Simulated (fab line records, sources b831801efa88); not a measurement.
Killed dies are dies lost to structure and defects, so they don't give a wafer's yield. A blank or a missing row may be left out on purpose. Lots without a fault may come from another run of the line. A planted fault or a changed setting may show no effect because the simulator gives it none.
fab line records | flow sky130
record lots=13 wafers=39 last_day=50
route steps=708 shown FIELD_ISO@28 PWDE@54 NWELL@63
lots that met no fault: from a run of the same line without faults
start_h: hours from the record's first day to the start of the lot's first wafer shown | wait_h: hours since the lot's step before | " the same as in the row above | L1.1+2: a row that stands for several wafers | - no value, or no start given | * or withheld: withheld | < > ~ a bound
route shown NAME@n: a module of which the file shows steps, and the number in the route of the first | usual: mean/standard deviation of fault-free wafers | same: alike in all rows | chamber/n: place in a boat | sites: the reading at each site | _std_site: their standard deviation | _edge_site: outer sites' mean less inner sites' | radius_mm: how far each site lies from the wafer's centre | mask NAME#n: copy n | behind: the tool/chamber that last shaped the wafer | hold: why the lot was held/for how many hours/how that ended | device: the transistor (n, p or np) that didn't switch | end of line: the same wafers' tests at the end of the route | a step without rows: its recipe alone | killed: dies lost to structure and defects at the first sort, not the wafer's yield | map: a wafer's dies, x killed, . not, _ none there
set.NAME: the setting as run; set.NAME@STEP: as run at that earlier step | model.NAME: the simulator's own value behind a step, which no gauge read
steps of the route over a sample of lots; a table a step, a row a wafer
services: from which hour (start_h, from the record's first day; less than 0 if before it) a tool's chamber was out of use, for how many hours, and why
## steps
# step SKY_FIELD_ISO_CMP_27
# recipe stop_on=Si3N4 t_overpolish_s=16 down_force_psi=4 platen_rpm=60 target_thk_nm=457.8 pad_velocity_m_s=0.94248
# usual motor_current_A=12.1/1 overpolish_run_s=15.999/0.0097 time_to_endpoint_s=113/4.3
# columns lot.wafer tool chamber start_h wait_h motor_current_A overpolish_run_s time_to_endpoint_s
L757.4 cmp-01 3 33.76 0.1 11.3 16.011 118
L757.2 " 0 " " 12.1 16.017 115
L757.6 " 2 " " 12.4 15.989 108
L758.2 cmp-01 1 39.18 0.1 12.7 16.000 111
L758.1 " 0 " " 11.7 16.024 114
L758.5 " 2 " " 12.5 16.012 109
L760.3 cmp-01 2 49.32 0.0 12.1 15.984 114
L760.2 " 1 " " 12.9 15.990 115
L760.6 " 2 " " 12.2 15.991 112
L763.4 cmp-02 3 66.14 0.0 13.0 15.992 115
L763.3 " 2 " " 11.2 16.005 117
L763.5 " 3 " " 13.6 15.989 115
L764.3 cmp-01 2 71.74 0.0 11.8 15.998 109
L764.5 " 2 " " 12.5 16.002 109
L764.6 " 3 " " 11.6 16.012 111
L765.4 cmp-01 0 81.69 0.0 11.5 15.997 110
L765.1 " 1 " " 12.8 16.011 112
L765.5 " 0 " " 11.3 16.003 118
L766.1 cmp-01 2 84.71 0.0 12.2 15.995 102
L766.4 " 0 " " 11.7 16.001 111
L766.5 " 3 " " 11.3 16.006 111
L767.1 cmp-01 1 86.21 0.0 12.6 15.989 112
L767.2 " 2 " " 12.3 15.997 106
L767.5 " 1 " " 12.9 16.013 114
L771.4 cmp-01 3 106.34 0.1 11.8 15.990 111
L771.3 " 0 " " 11.9 16.017 114
L771.5 " 2 " " 12.3 15.999 105
L772.4 cmp-02 3 114.50 0.0 13.3 16.001 117
L772.5 " 3 " " 12.6 16.005 117
L772.6 " 0 " " 13.0 16.004 109
L776.2 cmp-02 1 133.59 0.0 10.3 16.002 124
L776.1 " 2 " " 11.5 16.006 119
L776.4 " 3 " " 13.2 16.006 119
L779.2 cmp-01 3 147.60 0.1 12.1 15.992 114
L779.4 " 0 " " 11.9 15.991 118
L779.5 " 2 " " 12.2 15.984 110
L780.1 cmp-02 1 154.45 0.0 10.0 15.999 117
L780.3 " 2 " " 11.2 15.989 119
L780.4 " 3 " " 13.0 16.006 118
# step SKY_PWDE_STRIP_09
# recipe chemistry=O2/N2 power_w=1400 pressure_mtorr=1500 platen_temp_c=withheld o2_flow_sccm=3000 n2_flow_sccm=300 overash_fraction=0.5
# usual chamber_pressure_mTorr=1500.2/1.4 drypump_motor_current_A=5.9/0.4 oes_product_au=0.722/0.0051 strip_time_to_endpoint_s=36.91/0.089
# same overash_fraction=0.5
# columns lot.wafer tool chamber start_h wait_h chamber_pressure_mTorr drypump_motor_current_A oes_product_au rf_hours_counter_h strip_time_to_endpoint_s
L757.2 plasma_asher-03 0 68.49 0.1 1499.3 5.4 0.718 38 36.90
L757.4 " 0 " " 1497.5 5.4 0.728 - 36.75
L757.6 " 0 " " 1501.3 5.4 0.724 - 36.96
L758.1 plasma_asher-04 1 74.80 0.1 1500.3 6.2 0.725 39 36.74
L758.2 " 0 " " 1499.5 6.0 0.719 39 36.91
L758.5 " 0 " " 1499.7 6.1 0.724 - 36.76
L760.2 plasma_asher-01 0 85.19 0.1 1497.0 6.2 0.712 40 36.92
L760.3 " 0 " " 1499.8 6.2 0.724 - 37.01
L760.6 " 0 " " 1501.1 6.2 0.725 - 37.05
L763.3 plasma_asher-04 0 103.66 0.1 1500.5 6.1 0.725 - 36.92
L763.4 " 1 " " 1501.0 6.1 0.722 - 36.89
L763.5 " 0 " " 1501.9 6.0 0.722 - 36.90
L764.3 plasma_asher-03 1 112.33 0.1 1500.5 6.2 0.722 - 36.85
L764.5 " 0 " " 1499.3 5.4 0.727 - 36.90
L764.6 " 1 " " 1500.9 6.1 0.728 - 36.84
L765.1 plasma_asher-01 1 121.74 0.1 1501.1 5.1 0.727 0 36.99
L765.4 " 0 " " 1499.0 6.2 0.722 - 37.01
L765.5 " 0 " " 1498.6 6.2 0.727 - 37.03
L767.1 plasma_asher-01 1 128.25 0.1 1499.8 5.1 0.721 1 37.10
L767.2 " 0 " " 1500.4 6.2 0.716 1 37.03
L767.5 " 1 " " 1501.4 5.1 0.724 - 37.15
L766.1 plasma_asher-04 0 128.42 0.1 1501.6 6.1 0.718 45 36.86
L766.4 " 0 " " 1498.8 6.0 0.721 - 36.98
L766.5 " 0 " " 1499.6 6.1 0.727 - 36.88
L771.3 plasma_asher-04 1 148.88 0.1 1500.2 6.2 0.721 - 36.94
L771.4 " 0 " " 1498.2 6.0 0.713 - 36.95
L771.5 " 1 " " 1500.5 6.2 0.718 - 36.90
L772.4 plasma_asher-03 1 155.53 0.1 1500.2 6.2 0.731 - 36.89
L772.5 " 0 " " 1499.9 5.4 0.717 - 36.95
L772.6 " 1 " " 1498.6 6.2 0.725 - 36.94
L776.1 plasma_asher-04 0 176.05 0.1 1498.7 6.0 0.720 49 36.82
L776.2 " 1 " " 1501.4 6.2 0.721 49 36.76
L776.4 " 1 " " 1500.4 6.2 0.736 - 36.81
L779.2 plasma_asher-04 0 190.92 0.1 1500.6 6.1 0.730 51 37.07
L779.4 " 0 " " 1499.7 6.0 0.733 - 36.93
L779.5 " 0 " " 1501.7 6.0 0.725 - 37.00
L780.1 plasma_asher-04 0 205.24 0.1 1499.0 6.0 0.726 52 36.93
L780.3 " 0 " " 1500.6 6.1 0.728 - 36.99
L780.4 " 1 " " 1501.2 6.1 0.723 - 37.01
# step SKY_NWELL_OVL_MEAS_10
# usual NWELL_00_OVL=0.0/1.5
# columns lot.wafer tool chamber start_h wait_h NWELL_00_OVL[nm]
L757.2 overlay-02 - 84.78 - 1.0
L757.4 " - " " -0.2
L757.6 " - " " -1.6
L758.1 overlay-01 - 91.66 - 1.3
L758.2 " - " " -0.4
L758.5 " - " " -0.7
L760.2 overlay-02 - 102.07 - -1.1
L760.3 " - " " 0.0
L760.6 " - " " -0.5
L763.3 overlay-01 - 122.30 - -1.1
L763.4 " - " " -1.0
L763.5 " - " " -1.8
L764.3 overlay-02 - 131.13 - 3.2
L764.5 " - " " 2.7
L764.6 " - " " 3.0
L765.1 overlay-02 - 140.46 - 1.9
L765.4 " - " " 1.7
L765.5 " - " " 2.9
L767.1 overlay-01 - 147.96 - 1.3
L767.2 " - " " 0.2
L767.5 " - " " 0.5
L766.1 overlay-02 - 148.31 - -3.6
L766.4 " - " " -4.5
L766.5 " - " " -3.4
L771.3 overlay-02 - 169.63 - -1.6
L771.4 " - " " -2.1
L771.5 " - " " -0.9
L772.4 overlay-01 - 174.58 - 0.6
L772.5 " - " " 0.7
L772.6 " - " " -0.8
L776.1 overlay-02 - 196.84 - 0.5
L776.2 " - " " 0.8
L776.4 " - " " 0.4
L779.2 overlay-02 - 213.32 - 0.3
L779.4 " - " " -0.9
L779.5 " - " " 0.6
L780.1 overlay-01 - 227.37 - 0.1
L780.3 " - " " -0.8
L780.4 " - " " 0.0
# step SKY_NWELL_EXPOSE_20
# recipe mask_id=NWM_COMPLEMENT na=0.6 source_shape=conventional sigma_outer=0.6 polarization=unpolarized target_cd_nm=840 dose_mj=260
# columns lot.wafer tool chamber start_h wait_h mask
L757.2+4+6 iline_stepper-02 0 93.66 - NWM_COMPLEMENT#0
L758.1+2+5 iline_stepper-01 0 101.23 - NWM_COMPLEMENT#0
L760.2+3+6 iline_stepper-01 0 111.06 - NWM_COMPLEMENT#0
L763.3+4+5 iline_stepper-01 0 132.25 - NWM_COMPLEMENT#0
L764.3+5+6 iline_stepper-01 0 141.58 - NWM_COMPLEMENT#0
L765.1+4+5 iline_stepper-01 0 151.02 - NWM_COMPLEMENT#0
L767.1+2+5 iline_stepper-02 0 158.84 - NWM_COMPLEMENT#0
L766.1+4+5 iline_stepper-01 0 159.15 - NWM_COMPLEMENT#0
L771.3+4+5 iline_stepper-01 0 180.96 - NWM_COMPLEMENT_R1#0
L772.4+5+6 iline_stepper-01 0 185.37 - NWM_COMPLEMENT#0
L776.1+2+4 iline_stepper-01 0 208.49 - NWM_COMPLEMENT#0
L779.2+4+5 iline_stepper-02 0 224.65 - NWM_COMPLEMENT#0
L780.1+3+4 iline_stepper-02 0 239.99 - NWM_COMPLEMENT#0
## services
# columns tool chamber start_h hours kind
cmp-02 - 11.92 2.5 repair
cmp-02 - 12.84 3.5 repair
cmp-01 - 16.62 2.0 repair
cmp-01 - 21.51 2.2 repair
cmp-02 - 38.78 5.0 pm
cmp-02 - 50.87 6.2 repair
cmp-01 - 64.00 4.0 pm
plasma_asher-01 - 81.46 1.4 repair
cmp-02 - 94.16 14.1 pm
iline_stepper-01 - 96.57 1.7 pm
plasma_asher-01 - 108.84 9.0 pm
iline_stepper-02 - 115.95 19.9 repair
iline_stepper-02 - 121.43 2.6 repair
cmp-02 - 128.01 0.6 repair
cmp-02 - 129.63 1.8 repair
iline_stepper-02 - 139.81 1.7 pm
cmp-02 - 154.93 3.0 repair
plasma_asher-04 - 158.32 2.1 repair
cmp-01 - 163.21 2.9 repair
cmp-01 - 173.75 2.2 repair
cmp-02 - 197.00 16.9 repair
iline_stepper-02 - 204.29 2.1 pm
cmp-02 - 232.00 4.0 pm
iline_stepper-01 - 237.62 8.9 pm
## key
first_sign step=SKY_NWELL_EXPOSE_20 reading=mask direction=changed
effect none on later readings
met_at SKY_NWELL_EXPOSE_20
struck_lots L771
sort_left_out L771.3,L771.4,L771.5
tester_left_out L771
not_acting_at SKY_FIELD_ISO_CMP_27,SKY_PWDE_STRIP_09,SKY_NWELL_OVL_MEAS_10
onset_between 159.15 180.96
fault kind=wrong_mask tool=any chamber=- onset_h=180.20 steps=SKY_NWELL_EXPOSE_20 aux_copy=NWM_COMPLEMENT_R1#0 cd_offset_nm=-101 scope=struck_lots_only
# tester_left_out: of these lots the tester's yield and bins aren't shown, on N5 and GAA mostly nor the transistor test; their killed dies are dies lost to structure and defects alone, not to doping, threshold or leakage, so they don't give the yield
# sort_left_out: the simulated sort isn't trusted on such a fault, so these wafers' sort isn't shown, and their yield isn't known
